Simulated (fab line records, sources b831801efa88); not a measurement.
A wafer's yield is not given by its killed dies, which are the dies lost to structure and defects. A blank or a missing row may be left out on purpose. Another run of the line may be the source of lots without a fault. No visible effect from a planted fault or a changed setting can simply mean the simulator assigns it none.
fab line records / flow sky130
record: lots: 11 wafers: 33 last-day: 51
route steps=708 shown VIA3@588 VIA4@639
lots untouched by any fault: they come from a run of this same line in which no faults occurred
start-h: start of the lot's first displayed wafer, in hours after the record's first day / wait-h: hours from the lot's prior step to this one / " repeats the value in the row above / L1.1+2: several wafers, shown together as one row / - no value, or no start given / * or withheld: withheld / < > ~ a bound
route shown NAME@n: NAME is a module with steps in the file, n the number in the route of the first one / usual: average and standard deviation across the fault-free wafers / same: alike in all rows / chamber/n: place in a boat / sites: per-site readings / _std_site: how widely they spread, as a standard deviation / _edge_site: inner sites' mean taken away from outer sites' mean / radius-mm: how far each site lies from the wafer's centre / mask NAME#n: copy n / behind: the last tool/chamber to shape the wafer / hold: what put the lot on hold/how long, in hours/how the hold closed / device: transistor that didn't switch, given as n, p or np / end of line: the route-end tests of the same wafers / where a step has no rows: the recipe by itself / killed: dies that structure and defects cost at the first sort, which is not the same as the wafer's yield / map: dies across one wafer; x = killed, . = not, _ = none there
set.NAME: the setting as run; set.NAME@STEP: as run at that earlier step / model.NAME: the simulator's own value behind a step, which no gauge read
steps of the route over a sample of lots; a table a step, a row a wafer
services: when a tool's chamber went out of use (start-h, in hours from the record's first day, below 0 if earlier), for how many hours, and the reason
== steps ==
step: SKY_VIA3_ETCH_15
recipe: target: SiO2 chemistry: C4F8/O2/Ar target-depth-nm: 507 stop-on: TiN mask-material: KrF-thick source-w: 1500 bias-w: 1200 pressure-mtorr: 40 c4f8-flow-sccm: withheld O2_flow_sccm: 6 Ar_flow_sccm: 300 time-s: 78
usual: chamber-pressure-mTorr: 40.00/0.037 oes-product-au: 0.946/0.0041
lot.wafer=L233.2 tool=rie-diel-04 chamber=0 start-h=963.33 wait-h=0.0 chamber-pressure-mTorr=40.02 oes-product-au=0.944 rf-hours-counter-h=19
lot.wafer=L233.3 tool=rie-diel-04 chamber=2 start-h=963.33 wait-h=0.0 chamber-pressure-mTorr=40.00 oes-product-au=0.955 rf-hours-counter-h=15
lot.wafer=L233.4 tool=rie-diel-04 chamber=1 start-h=963.33 wait-h=0.0 chamber-pressure-mTorr=39.97 oes-product-au=0.949 rf-hours-counter-h=24
lot.wafer=L234.3 tool=rie-diel-01 chamber=1 start-h=965.72 wait-h=0.0 chamber-pressure-mTorr=40.05 oes-product-au=0.947 rf-hours-counter-h=18
lot.wafer=L234.4 tool=rie-diel-01 chamber=2 start-h=965.72 wait-h=0.0 chamber-pressure-mTorr=40.02 oes-product-au=0.940 rf-hours-counter-h=20
lot.wafer=L234.6 tool=rie-diel-01 chamber=3 start-h=965.72 wait-h=0.0 chamber-pressure-mTorr=39.99 oes-product-au=0.946 rf-hours-counter-h=-
lot.wafer=L237.1 tool=rie-diel-04 chamber=3 start-h=984.38 wait-h=0.0 chamber-pressure-mTorr=40.01 oes-product-au=0.946 rf-hours-counter-h=13
lot.wafer=L237.4 tool=rie-diel-04 chamber=1 start-h=984.38 wait-h=0.0 chamber-pressure-mTorr=40.04 oes-product-au=0.944 rf-hours-counter-h=-
lot.wafer=L237.5 tool=rie-diel-04 chamber=1 start-h=984.38 wait-h=0.0 chamber-pressure-mTorr=40.00 oes-product-au=0.942 rf-hours-counter-h=-
lot.wafer=L246.1 tool=rie-diel-01 chamber=1 start-h=1044.37 wait-h=0.0 chamber-pressure-mTorr=40.04 oes-product-au=0.944 rf-hours-counter-h=21
lot.wafer=L246.4 tool=rie-diel-01 chamber=2 start-h=1044.37 wait-h=0.0 chamber-pressure-mTorr=40.02 oes-product-au=0.948 rf-hours-counter-h=23
lot.wafer=L246.5 tool=rie-diel-01 chamber=0 start-h=1044.37 wait-h=0.0 chamber-pressure-mTorr=40.00 oes-product-au=0.946 rf-hours-counter-h=-
lot.wafer=L250.2 tool=rie-diel-01 chamber=0 start-h=1060.62 wait-h=0.0 chamber-pressure-mTorr=40.05 oes-product-au=0.941 rf-hours-counter-h=24
lot.wafer=L250.3 tool=rie-diel-01 chamber=2 start-h=1060.62 wait-h=0.0 chamber-pressure-mTorr=39.96 oes-product-au=0.947 rf-hours-counter-h=23
lot.wafer=L250.5 tool=rie-diel-01 chamber=0 start-h=1060.62 wait-h=0.0 chamber-pressure-mTorr=40.03 oes-product-au=0.942 rf-hours-counter-h=-
lot.wafer=L251.1 tool=rie-diel-02 chamber=0 start-h=1070.77 wait-h=0.0 chamber-pressure-mTorr=39.95 oes-product-au=0.952 rf-hours-counter-h=9
lot.wafer=L251.2 tool=rie-diel-02 chamber=3 start-h=1070.77 wait-h=0.0 chamber-pressure-mTorr=40.02 oes-product-au=0.954 rf-hours-counter-h=13
lot.wafer=L251.6 tool=rie-diel-02 chamber=3 start-h=1070.77 wait-h=0.0 chamber-pressure-mTorr=40.02 oes-product-au=0.956 rf-hours-counter-h=-
lot.wafer=L252.1 tool=rie-diel-02 chamber=2 start-h=1076.62 wait-h=0.0 chamber-pressure-mTorr=40.02 oes-product-au=0.946 rf-hours-counter-h=11
lot.wafer=L252.5 tool=rie-diel-02 chamber=2 start-h=1076.62 wait-h=0.0 chamber-pressure-mTorr=39.93 oes-product-au=0.942 rf-hours-counter-h=-
lot.wafer=L252.6 tool=rie-diel-02 chamber=3 start-h=1076.62 wait-h=0.0 chamber-pressure-mTorr=40.02 oes-product-au=0.946 rf-hours-counter-h=-
lot.wafer=L253.2 tool=rie-diel-02 chamber=2 start-h=1078.27 wait-h=0.0 chamber-pressure-mTorr=40.02 oes-product-au=0.951 rf-hours-counter-h=11
lot.wafer=L253.4 tool=rie-diel-02 chamber=2 start-h=1078.27 wait-h=0.0 chamber-pressure-mTorr=40.04 oes-product-au=0.952 rf-hours-counter-h=-
lot.wafer=L253.5 tool=rie-diel-02 chamber=3 start-h=1078.27 wait-h=0.0 chamber-pressure-mTorr=39.98 oes-product-au=0.949 rf-hours-counter-h=-
lot.wafer=L255.1 tool=rie-diel-01 chamber=0 start-h=1084.76 wait-h=0.0 chamber-pressure-mTorr=39.97 oes-product-au=0.948 rf-hours-counter-h=25
lot.wafer=L255.2 tool=rie-diel-01 chamber=2 start-h=1084.76 wait-h=0.0 chamber-pressure-mTorr=40.03 oes-product-au=0.945 rf-hours-counter-h=24
lot.wafer=L255.5 tool=rie-diel-01 chamber=2 start-h=1084.76 wait-h=0.0 chamber-pressure-mTorr=39.96 oes-product-au=0.946 rf-hours-counter-h=-
lot.wafer=L254.1 tool=rie-diel-01 chamber=2 start-h=1089.58 wait-h=0.0 chamber-pressure-mTorr=39.94 oes-product-au=0.944 rf-hours-counter-h=24
lot.wafer=L254.2 tool=rie-diel-01 chamber=1 start-h=1089.58 wait-h=0.0 chamber-pressure-mTorr=39.99 oes-product-au=0.941 rf-hours-counter-h=23
lot.wafer=L254.4 tool=rie-diel-01 chamber=2 start-h=1089.58 wait-h=0.0 chamber-pressure-mTorr=39.96 oes-product-au=0.951 rf-hours-counter-h=-
lot.wafer=L256.1 tool=rie-diel-01 chamber=2 start-h=1092.58 wait-h=0.0 chamber-pressure-mTorr=40.02 oes-product-au=0.943 rf-hours-counter-h=25
lot.wafer=L256.2 tool=rie-diel-01 chamber=1 start-h=1092.58 wait-h=0.0 chamber-pressure-mTorr=40.03 oes-product-au=0.945 rf-hours-counter-h=23
lot.wafer=L256.4 tool=rie-diel-01 chamber=0 start-h=1092.58 wait-h=0.0 chamber-pressure-mTorr=40.04 oes-product-au=0.944 rf-hours-counter-h=26
step: SKY_VIA3_CMP_24
recipe: stop-on: SiO2 t-overpolish-s: 20 down-force-psi: 3.5 platen-rpm: 60 target-thk-nm: 0 pad-velocity-m-s: 0.94248
usual: edge-zone-pressure-frac: 1.000/0.0052 motor-current-A: 10.5/0.66 overpolish-run-s: 20.001/0.009 time-to-endpoint-s: 95/4.4
lot.wafer=L233.2 tool=cmp-01 chamber=0 start-h=964.37 wait-h=0.1 edge-zone-pressure-frac=0.998 motor-current-A=10.8 overpolish-run-s=19.996 time-to-endpoint-s=96
lot.wafer=L233.4 tool=cmp-01 chamber=2 start-h=964.37 wait-h=0.1 edge-zone-pressure-frac=1.005 motor-current-A=9.6 overpolish-run-s=20.028 time-to-endpoint-s=94
lot.wafer=L233.3 tool=cmp-01 chamber=3 start-h=964.37 wait-h=0.1 edge-zone-pressure-frac=1.012 motor-current-A=11.8 overpolish-run-s=19.999 time-to-endpoint-s=101
lot.wafer=L234.4 tool=cmp-01 chamber=2 start-h=966.75 wait-h=0.0 edge-zone-pressure-frac=0.998 motor-current-A=9.9 overpolish-run-s=20.003 time-to-endpoint-s=91
lot.wafer=L234.3 tool=cmp-01 chamber=1 start-h=966.75 wait-h=0.0 edge-zone-pressure-frac=0.998 motor-current-A=10.3 overpolish-run-s=19.985 time-to-endpoint-s=101
lot.wafer=L234.6 tool=cmp-01 chamber=3 start-h=966.75 wait-h=0.0 edge-zone-pressure-frac=1.008 motor-current-A=12.4 overpolish-run-s=19.990 time-to-endpoint-s=100
lot.wafer=L237.4 tool=cmp-02 chamber=3 start-h=985.47 wait-h=0.0 edge-zone-pressure-frac=0.999 motor-current-A=10.8 overpolish-run-s=20.007 time-to-endpoint-s=99
lot.wafer=L237.1 tool=cmp-02 chamber=0 start-h=985.47 wait-h=0.0 edge-zone-pressure-frac=1.000 motor-current-A=9.3 overpolish-run-s=20.019 time-to-endpoint-s=96
lot.wafer=L237.5 tool=cmp-02 chamber=3 start-h=985.47 wait-h=0.0 edge-zone-pressure-frac=0.993 motor-current-A=9.9 overpolish-run-s=20.005 time-to-endpoint-s=93
lot.wafer=L246.4 tool=cmp-01 chamber=1 start-h=1045.49 wait-h=0.1 edge-zone-pressure-frac=1.009 motor-current-A=11.0 overpolish-run-s=19.995 time-to-endpoint-s=97
lot.wafer=L246.1 tool=cmp-01 chamber=2 start-h=1045.49 wait-h=0.1 edge-zone-pressure-frac=1.003 motor-current-A=10.2 overpolish-run-s=20.004 time-to-endpoint-s=91
lot.wafer=L246.5 tool=cmp-01 chamber=0 start-h=1045.49 wait-h=0.1 edge-zone-pressure-frac=1.002 motor-current-A=10.7 overpolish-run-s=20.014 time-to-endpoint-s=90
lot.wafer=L250.2 tool=cmp-02 chamber=0 start-h=1061.82 wait-h=0.1 edge-zone-pressure-frac=0.991 motor-current-A=10.3 overpolish-run-s=19.994 time-to-endpoint-s=99
lot.wafer=L250.3 tool=cmp-02 chamber=2 start-h=1061.82 wait-h=0.1 edge-zone-pressure-frac=1.004 motor-current-A=9.6 overpolish-run-s=19.989 time-to-endpoint-s=100
lot.wafer=L250.5 tool=cmp-02 chamber=0 start-h=1061.82 wait-h=0.1 edge-zone-pressure-frac=0.996 motor-current-A=9.7 overpolish-run-s=20.014 time-to-endpoint-s=102
lot.wafer=L251.1 tool=cmp-01 chamber=1 start-h=1071.79 wait-h=0.1 edge-zone-pressure-frac=1.001 motor-current-A=10.5 overpolish-run-s=20.007 time-to-endpoint-s=94
lot.wafer=L251.2 tool=cmp-01 chamber=0 start-h=1071.79 wait-h=0.1 edge-zone-pressure-frac=1.008 motor-current-A=10.1 overpolish-run-s=19.989 time-to-endpoint-s=88
lot.wafer=L251.6 tool=cmp-01 chamber=1 start-h=1071.79 wait-h=0.1 edge-zone-pressure-frac=0.994 motor-current-A=10.3 overpolish-run-s=19.994 time-to-endpoint-s=90
lot.wafer=L252.1 tool=cmp-01 chamber=2 start-h=1077.64 wait-h=0.1 edge-zone-pressure-frac=0.996 motor-current-A=10.0 overpolish-run-s=20.006 time-to-endpoint-s=84
lot.wafer=L252.6 tool=cmp-01 chamber=2 start-h=1077.64 wait-h=0.1 edge-zone-pressure-frac=1.003 motor-current-A=10.2 overpolish-run-s=20.019 time-to-endpoint-s=82
lot.wafer=L252.5 tool=cmp-01 chamber=3 start-h=1077.64 wait-h=0.1 edge-zone-pressure-frac=1.001 motor-current-A=11.3 overpolish-run-s=20.018 time-to-endpoint-s=94
lot.wafer=L253.2 tool=cmp-02 chamber=0 start-h=1079.39 wait-h=0.1 edge-zone-pressure-frac=1.005 motor-current-A=9.8 overpolish-run-s=20.016 time-to-endpoint-s=94
lot.wafer=L253.4 tool=cmp-02 chamber=1 start-h=1079.39 wait-h=0.1 edge-zone-pressure-frac=1.001 motor-current-A=10.3 overpolish-run-s=19.997 time-to-endpoint-s=95
lot.wafer=L253.5 tool=cmp-02 chamber=2 start-h=1079.39 wait-h=0.1 edge-zone-pressure-frac=1.004 motor-current-A=10.4 overpolish-run-s=20.011 time-to-endpoint-s=99
lot.wafer=L255.1 tool=cmp-01 chamber=3 start-h=1085.87 wait-h=0.1 edge-zone-pressure-frac=0.993 motor-current-A=11.5 overpolish-run-s=20.011 time-to-endpoint-s=96
lot.wafer=L255.2 tool=cmp-01 chamber=0 start-h=1085.87 wait-h=0.1 edge-zone-pressure-frac=1.010 motor-current-A=10.8 overpolish-run-s=20.002 time-to-endpoint-s=93
lot.wafer=L255.5 tool=cmp-01 chamber=2 start-h=1085.87 wait-h=0.1 edge-zone-pressure-frac=1.005 motor-current-A=10.5 overpolish-run-s=20.011 time-to-endpoint-s=92
lot.wafer=L254.1 tool=cmp-01 chamber=1 start-h=1090.60 wait-h=0.1 edge-zone-pressure-frac=1.005 motor-current-A=11.5 overpolish-run-s=19.996 time-to-endpoint-s=99
lot.wafer=L254.2 tool=cmp-01 chamber=2 start-h=1090.60 wait-h=0.1 edge-zone-pressure-frac=0.998 motor-current-A=10.2 overpolish-run-s=20.004 time-to-endpoint-s=87
lot.wafer=L254.4 tool=cmp-01 chamber=0 start-h=1090.60 wait-h=0.1 edge-zone-pressure-frac=0.993 motor-current-A=10.7 overpolish-run-s=19.994 time-to-endpoint-s=91
lot.wafer=L256.4 tool=cmp-02 chamber=2 start-h=1093.60 wait-h=0.0 edge-zone-pressure-frac=0.996 motor-current-A=9.9 overpolish-run-s=19.997 time-to-endpoint-s=98
lot.wafer=L256.1 tool=cmp-02 chamber=3 start-h=1093.60 wait-h=0.0 edge-zone-pressure-frac=1.001 motor-current-A=10.5 overpolish-run-s=19.997 time-to-endpoint-s=94
lot.wafer=L256.2 tool=cmp-02 chamber=0 start-h=1093.60 wait-h=0.0 edge-zone-pressure-frac=1.001 motor-current-A=10.3 overpolish-run-s=20.006 time-to-endpoint-s=96
step: SKY_VIA4_HDPCVD_00
recipe: material: SiO2 target-thk-nm: 1750 sigma-open-frac: 0.3 time-s: 291.7 temp-c: 400 sih4-flow-sccm: 60 pressure-mtorr: 6
usual: run-length-s: 319.8/0.74
lot.wafer=L233.2 tool=hdpcvd-02 chamber=1 start-h=1011.56 wait-h=0.0 run-length-s=320.5
lot.wafer=L233.3 tool=hdpcvd-02 chamber=0 start-h=1011.56 wait-h=0.0 run-length-s=319.9
lot.wafer=L233.4 tool=hdpcvd-02 chamber=2 start-h=1011.56 wait-h=0.0 run-length-s=320.9
lot.wafer=L234.3 tool=hdpcvd-01 chamber=0 start-h=1014.38 wait-h=0.0 run-length-s=318.8
lot.wafer=L234.4 tool=hdpcvd-01 chamber=0 start-h=1014.38 wait-h=0.0 run-length-s=319.0
lot.wafer=L234.6 tool=hdpcvd-01 chamber=1 start-h=1014.38 wait-h=0.0 run-length-s=320.7
lot.wafer=L237.1 tool=hdpcvd-01 chamber=1 start-h=1029.10 wait-h=0.0 run-length-s=319.7
lot.wafer=L237.4 tool=hdpcvd-01 chamber=1 start-h=1029.10 wait-h=0.0 run-length-s=320.4
lot.wafer=L237.5 tool=hdpcvd-01 chamber=0 start-h=1029.10 wait-h=0.0 run-length-s=341.3
lot.wafer=L246.1 tool=hdpcvd-02 chamber=2 start-h=1092.69 wait-h=0.0 run-length-s=320.3
lot.wafer=L246.4 tool=hdpcvd-02 chamber=0 start-h=1092.69 wait-h=0.0 run-length-s=320.0
lot.wafer=L246.5 tool=hdpcvd-02 chamber=1 start-h=1092.69 wait-h=0.0 run-length-s=320.4
lot.wafer=L250.2 tool=hdpcvd-01 chamber=0 start-h=1107.51 wait-h=0.0 run-length-s=318.9
lot.wafer=L250.3 tool=hdpcvd-01 chamber=2 start-h=1107.51 wait-h=0.0 run-length-s=318.6
lot.wafer=L250.5 tool=hdpcvd-01 chamber=0 start-h=1107.51 wait-h=0.0 run-length-s=318.6
lot.wafer=L251.1 tool=hdpcvd-01 chamber=2 start-h=1116.00 wait-h=0.0 run-length-s=319.0
lot.wafer=L251.2 tool=hdpcvd-01 chamber=1 start-h=1116.00 wait-h=0.0 run-length-s=320.5
lot.wafer=L251.6 tool=hdpcvd-01 chamber=1 start-h=1116.00 wait-h=0.0 run-length-s=319.8
lot.wafer=L252.1 tool=hdpcvd-02 chamber=0 start-h=1121.80 wait-h=0.0 run-length-s=320.0
lot.wafer=L252.5 tool=hdpcvd-02 chamber=2 start-h=1121.80 wait-h=0.0 run-length-s=320.3
lot.wafer=L252.6 tool=hdpcvd-02 chamber=0 start-h=1121.80 wait-h=0.0 run-length-s=320.5
lot.wafer=L253.2 tool=hdpcvd-01 chamber=0 start-h=1122.04 wait-h=0.0 run-length-s=318.8
lot.wafer=L253.4 tool=hdpcvd-01 chamber=0 start-h=1122.04 wait-h=0.0 run-length-s=318.7
lot.wafer=L253.5 tool=hdpcvd-01 chamber=2 start-h=1122.04 wait-h=0.0 run-length-s=319.4
lot.wafer=L255.1 tool=hdpcvd-02 chamber=1 start-h=1129.71 wait-h=0.0 run-length-s=320.5
lot.wafer=L255.2 tool=hdpcvd-02 chamber=0 start-h=1129.71 wait-h=0.0 run-length-s=319.7
lot.wafer=L255.5 tool=hdpcvd-02 chamber=0 start-h=1129.71 wait-h=0.0 run-length-s=319.7
lot.wafer=L254.1 tool=hdpcvd-01 chamber=1 start-h=1133.29 wait-h=0.0 run-length-s=320.3
lot.wafer=L254.2 tool=hdpcvd-01 chamber=0 start-h=1133.29 wait-h=0.0 run-length-s=318.9
lot.wafer=L254.4 tool=hdpcvd-01 chamber=2 start-h=1133.29 wait-h=0.0 run-length-s=319.8
lot.wafer=L256.1 tool=hdpcvd-01 chamber=2 start-h=1135.91 wait-h=0.0 run-length-s=319.8
lot.wafer=L256.2 tool=hdpcvd-01 chamber=1 start-h=1135.91 wait-h=0.0 run-length-s=319.7
lot.wafer=L256.4 tool=hdpcvd-01 chamber=2 start-h=1135.91 wait-h=0.0 run-length-s=318.6
step: SKY_VIA4_THK_MEAS_01
recipe: reads: SiO2_of_VIA4_HDPCVD_00
usual: VIA4_HDPCVD_THK: 1758/20
lot.wafer=L233.2 tool=film-metro-02 chamber=- start-h=1011.75 wait-h=0.1 hold=- VIA4_HDPCVD_THK[nm]=1753
lot.wafer=L233.3 tool=film-metro-02 chamber=- start-h=1011.75 wait-h=0.1 hold=- VIA4_HDPCVD_THK[nm]=1750
lot.wafer=L233.4 tool=film-metro-02 chamber=- start-h=1011.75 wait-h=0.1 hold=- VIA4_HDPCVD_THK[nm]=1772
lot.wafer=L234.3 tool=film-metro-04 chamber=- start-h=1014.58 wait-h=0.1 hold=- VIA4_HDPCVD_THK[nm]=1725
lot.wafer=L234.4 tool=film-metro-04 chamber=- start-h=1014.58 wait-h=0.1 hold=- VIA4_HDPCVD_THK[nm]=1729
lot.wafer=L234.6 tool=film-metro-04 chamber=- start-h=1014.58 wait-h=0.1 hold=- VIA4_HDPCVD_THK[nm]=1769
lot.wafer=L237.1 tool=film-metro-04 chamber=- start-h=1029.31 wait-h=0.1 hold=await-dispo/0.2h/release VIA4_HDPCVD_THK[nm]=1758
lot.wafer=L237.4 tool=film-metro-04 chamber=- start-h=1029.31 wait-h=0.1 hold=await-dispo/0.2h/release VIA4_HDPCVD_THK[nm]=1781
lot.wafer=L237.5 tool=film-metro-04 chamber=- start-h=1029.31 wait-h=0.1 hold=await-dispo/0.2h/release VIA4_HDPCVD_THK[nm]=1897
lot.wafer=L237.1 tool=film-metro-04 chamber=- start-h=1029.53 wait-h=0.2 hold=- VIA4_HDPCVD_THK[nm]=1757
lot.wafer=L237.4 tool=film-metro-04 chamber=- start-h=1029.53 wait-h=0.2 hold=- VIA4_HDPCVD_THK[nm]=1782
lot.wafer=L237.5 tool=film-metro-04 chamber=- start-h=1029.53 wait-h=0.2 hold=- VIA4_HDPCVD_THK[nm]=1896
lot.wafer=L246.1 tool=film-metro-02 chamber=- start-h=1092.87 wait-h=0.1 hold=- VIA4_HDPCVD_THK[nm]=1788
lot.wafer=L246.4 tool=film-metro-02 chamber=- start-h=1092.87 wait-h=0.1 hold=- VIA4_HDPCVD_THK[nm]=1756
lot.wafer=L246.5 tool=film-metro-02 chamber=- start-h=1092.87 wait-h=0.1 hold=- VIA4_HDPCVD_THK[nm]=1783
lot.wafer=L250.2 tool=film-metro-04 chamber=- start-h=1107.70 wait-h=0.1 hold=- VIA4_HDPCVD_THK[nm]=1774
lot.wafer=L250.3 tool=film-metro-04 chamber=- start-h=1107.70 wait-h=0.1 hold=- VIA4_HDPCVD_THK[nm]=1759
lot.wafer=L250.5 tool=film-metro-04 chamber=- start-h=1107.70 wait-h=0.1 hold=- VIA4_HDPCVD_THK[nm]=1771
lot.wafer=L251.1 tool=film-metro-04 chamber=- start-h=1116.18 wait-h=0.1 hold=- VIA4_HDPCVD_THK[nm]=1755
lot.wafer=L251.2 tool=film-metro-04 chamber=- start-h=1116.18 wait-h=0.1 hold=- VIA4_HDPCVD_THK[nm]=1755
lot.wafer=L251.6 tool=film-metro-04 chamber=- start-h=1116.18 wait-h=0.1 hold=- VIA4_HDPCVD_THK[nm]=1749
lot.wafer=L252.1 tool=film-metro-03 chamber=- start-h=1121.98 wait-h=0.1 hold=- VIA4_HDPCVD_THK[nm]=1742
lot.wafer=L252.5 tool=film-metro-03 chamber=- start-h=1121.98 wait-h=0.1 hold=- VIA4_HDPCVD_THK[nm]=1747
lot.wafer=L252.6 tool=film-metro-03 chamber=- start-h=1121.98 wait-h=0.1 hold=- VIA4_HDPCVD_THK[nm]=1742
lot.wafer=L253.2 tool=film-metro-04 chamber=- start-h=1122.23 wait-h=0.1 hold=- VIA4_HDPCVD_THK[nm]=1761
lot.wafer=L253.4 tool=film-metro-04 chamber=- start-h=1122.23 wait-h=0.1 hold=- VIA4_HDPCVD_THK[nm]=1787
lot.wafer=L253.5 tool=film-metro-04 chamber=- start-h=1122.23 wait-h=0.1 hold=- VIA4_HDPCVD_THK[nm]=1753
lot.wafer=L255.1 tool=film-metro-04 chamber=- start-h=1129.89 wait-h=0.1 hold=- VIA4_HDPCVD_THK[nm]=1776
lot.wafer=L255.2 tool=film-metro-04 chamber=- start-h=1129.89 wait-h=0.1 hold=- VIA4_HDPCVD_THK[nm]=1768
lot.wafer=L255.5 tool=film-metro-04 chamber=- start-h=1129.89 wait-h=0.1 hold=- VIA4_HDPCVD_THK[nm]=1759
lot.wafer=L254.1 tool=film-metro-04 chamber=- start-h=1133.47 wait-h=0.1 hold=- VIA4_HDPCVD_THK[nm]=1755
lot.wafer=L254.2 tool=film-metro-04 chamber=- start-h=1133.47 wait-h=0.1 hold=- VIA4_HDPCVD_THK[nm]=1741
lot.wafer=L254.4 tool=film-metro-04 chamber=- start-h=1133.47 wait-h=0.1 hold=- VIA4_HDPCVD_THK[nm]=1734
lot.wafer=L256.1 tool=film-metro-03 chamber=- start-h=1136.09 wait-h=0.1 hold=- VIA4_HDPCVD_THK[nm]=1730
lot.wafer=L256.2 tool=film-metro-03 chamber=- start-h=1136.09 wait-h=0.1 hold=- VIA4_HDPCVD_THK[nm]=1757
lot.wafer=L256.4 tool=film-metro-03 chamber=- start-h=1136.09 wait-h=0.1 hold=- VIA4_HDPCVD_THK[nm]=1752
step: SKY_VIA4_OVL_MEAS_11
usual: VIA4_OVL: -0.8/1.4
lot.wafer=L233.2 tool=overlay-02 chamber=- start-h=1031.06 wait-h=0.1 VIA4_OVL[nm]=-1.8
lot.wafer=L233.3 tool=overlay-02 chamber=- start-h=1031.06 wait-h=0.1 VIA4_OVL[nm]=-1.9
lot.wafer=L233.4 tool=overlay-02 chamber=- start-h=1031.06 wait-h=0.1 VIA4_OVL[nm]=-2.2
lot.wafer=L234.3 tool=overlay-01 chamber=- start-h=1033.47 wait-h=0.1 VIA4_OVL[nm]=-1.1
lot.wafer=L234.4 tool=overlay-01 chamber=- start-h=1033.47 wait-h=0.1 VIA4_OVL[nm]=-1.1
lot.wafer=L234.6 tool=overlay-01 chamber=- start-h=1033.47 wait-h=0.1 VIA4_OVL[nm]=0.3
lot.wafer=L237.1 tool=overlay-01 chamber=- start-h=1047.54 wait-h=0.1 VIA4_OVL[nm]=-1.3
lot.wafer=L237.4 tool=overlay-01 chamber=- start-h=1047.54 wait-h=0.1 VIA4_OVL[nm]=-0.4
lot.wafer=L237.5 tool=overlay-01 chamber=- start-h=1047.54 wait-h=0.1 VIA4_OVL[nm]=-2.2
lot.wafer=L246.1 tool=overlay-01 chamber=- start-h=1113.63 wait-h=0.1 VIA4_OVL[nm]=-2.2
lot.wafer=L246.4 tool=overlay-01 chamber=- start-h=1113.63 wait-h=0.1 VIA4_OVL[nm]=-0.6
lot.wafer=L246.5 tool=overlay-01 chamber=- start-h=1113.63 wait-h=0.1 VIA4_OVL[nm]=-1.3
lot.wafer=L250.2 tool=overlay-02 chamber=- start-h=1127.42 wait-h=0.1 VIA4_OVL[nm]=-3.2
lot.wafer=L250.3 tool=overlay-02 chamber=- start-h=1127.42 wait-h=0.1 VIA4_OVL[nm]=-4.0
lot.wafer=L250.5 tool=overlay-02 chamber=- start-h=1127.42 wait-h=0.1 VIA4_OVL[nm]=-3.0
lot.wafer=L251.1 tool=overlay-01 chamber=- start-h=1135.73 wait-h=0.1 VIA4_OVL[nm]=0.4
lot.wafer=L251.2 tool=overlay-01 chamber=- start-h=1135.73 wait-h=0.1 VIA4_OVL[nm]=0.2
lot.wafer=L251.6 tool=overlay-01 chamber=- start-h=1135.73 wait-h=0.1 VIA4_OVL[nm]=1.4
lot.wafer=L252.1 tool=overlay-02 chamber=- start-h=1140.84 wait-h=0.1 VIA4_OVL[nm]=-1.2
lot.wafer=L252.5 tool=overlay-02 chamber=- start-h=1140.84 wait-h=0.1 VIA4_OVL[nm]=-0.7
lot.wafer=L252.6 tool=overlay-02 chamber=- start-h=1140.84 wait-h=0.1 VIA4_OVL[nm]=0.9
lot.wafer=L253.2 tool=overlay-02 chamber=- start-h=1143.07 wait-h=0.1 VIA4_OVL[nm]=-1.3
lot.wafer=L253.4 tool=overlay-02 chamber=- start-h=1143.07 wait-h=0.1 VIA4_OVL[nm]=-1.2
lot.wafer=L253.5 tool=overlay-02 chamber=- start-h=1143.07 wait-h=0.1 VIA4_OVL[nm]=-2.1
lot.wafer=L255.1 tool=overlay-01 chamber=- start-h=1149.64 wait-h=0.1 VIA4_OVL[nm]=1.3
lot.wafer=L255.2 tool=overlay-01 chamber=- start-h=1149.64 wait-h=0.1 VIA4_OVL[nm]=0.5
lot.wafer=L255.5 tool=overlay-01 chamber=- start-h=1149.64 wait-h=0.1 VIA4_OVL[nm]=1.4
lot.wafer=L254.1 tool=overlay-01 chamber=- start-h=1152.81 wait-h=0.1 VIA4_OVL[nm]=0.6
lot.wafer=L254.2 tool=overlay-01 chamber=- start-h=1152.81 wait-h=0.1 VIA4_OVL[nm]=-0.9
lot.wafer=L254.4 tool=overlay-01 chamber=- start-h=1152.81 wait-h=0.1 VIA4_OVL[nm]=2.6
lot.wafer=L256.1 tool=overlay-02 chamber=- start-h=1155.16 wait-h=0.1 VIA4_OVL[nm]=-1.5
lot.wafer=L256.2 tool=overlay-02 chamber=- start-h=1155.16 wait-h=0.1 VIA4_OVL[nm]=-2.2
lot.wafer=L256.4 tool=overlay-02 chamber=- start-h=1155.16 wait-h=0.1 VIA4_OVL[nm]=-1.5
== services ==
tool=rie-diel-02 chamber=2 start-h=941.72 hours=3.5 kind=repair
tool=hdpcvd-02 chamber=- start-h=950.25 hours=15.0 kind=pm
tool=hdpcvd-02 chamber=0 start-h=950.25 hours=15.0 kind=vent-cycle
tool=hdpcvd-02 chamber=1 start-h=950.25 hours=15.0 kind=vent-cycle
tool=hdpcvd-02 chamber=2 start-h=950.25 hours=15.0 kind=vent-cycle
tool=cmp-02 chamber=- start-h=961.50 hours=7.6 kind=pm
tool=hdpcvd-02 chamber=0 start-h=965.25 hours=- kind=clean
tool=cmp-01 chamber=- start-h=967.97 hours=1.1 kind=repair
tool=rie-diel-02 chamber=2 start-h=970.93 hours=6.1 kind=repair
tool=rie-diel-04 chamber=0 start-h=978.09 hours=6.8 kind=repair
tool=rie-diel-04 chamber=2 start-h=980.28 hours=8.7 kind=repair
tool=cmp-01 chamber=- start-h=982.20 hours=3.0 kind=repair
tool=cmp-01 chamber=- start-h=992.88 hours=0.6 kind=repair
tool=rie-diel-04 chamber=2 start-h=1005.42 hours=19.4 kind=repair
tool=rie-diel-02 chamber=- start-h=1012.88 hours=0.4 kind=repair
tool=hdpcvd-02 chamber=- start-h=1016.07 hours=3.1 kind=repair
tool=hdpcvd-02 chamber=- start-h=1020.02 hours=1.7 kind=repair
tool=rie-diel-02 chamber=- start-h=1022.43 hours=0.6 kind=repair
tool=hdpcvd-02 chamber=2 start-h=1026.06 hours=8.0 kind=repair
tool=cmp-01 chamber=- start-h=1056.13 hours=1.8 kind=repair
tool=rie-diel-01 chamber=3 start-h=1081.72 hours=10.1 kind=repair
tool=cmp-02 chamber=- start-h=1084.61 hours=4.0 kind=pm
tool=cmp-01 chamber=- start-h=1123.82 hours=0.5 kind=repair
tool=cmp-02 chamber=- start-h=1127.96 hours=1.1 kind=repair
== key ==
first-sign: step: SKY_VIA4_HDPCVD_00 reading: run-length-s direction: up sigmas: 29 usual: * struck: *
effect: step: SKY_VIA4_THK_MEAS_01 reading: visit direction: added
effect: step: SKY_VIA4_THK_MEAS_01 reading: VIA4_HDPCVD_THK direction: up sigmas: 6.9 usual: 1758 struck: 1897
met-at SKY_VIA4_HDPCVD_00
struck-lots L237
struck-wafers L237.5
not-acting-at SKY_VIA3_ETCH_15,SKY_VIA3_CMP_24,SKY_VIA4_OVL_MEAS_11
onset-between 1014.38 1029.10
fault: kind: process-parameter-drift tool: hdpcvd-01 chamber: 0 onset-h: 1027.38 steps: SKY_VIA4_HDPCVD_00 channel: time-s offset: * shape: step end-h: 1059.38 acts-in: * stated: *
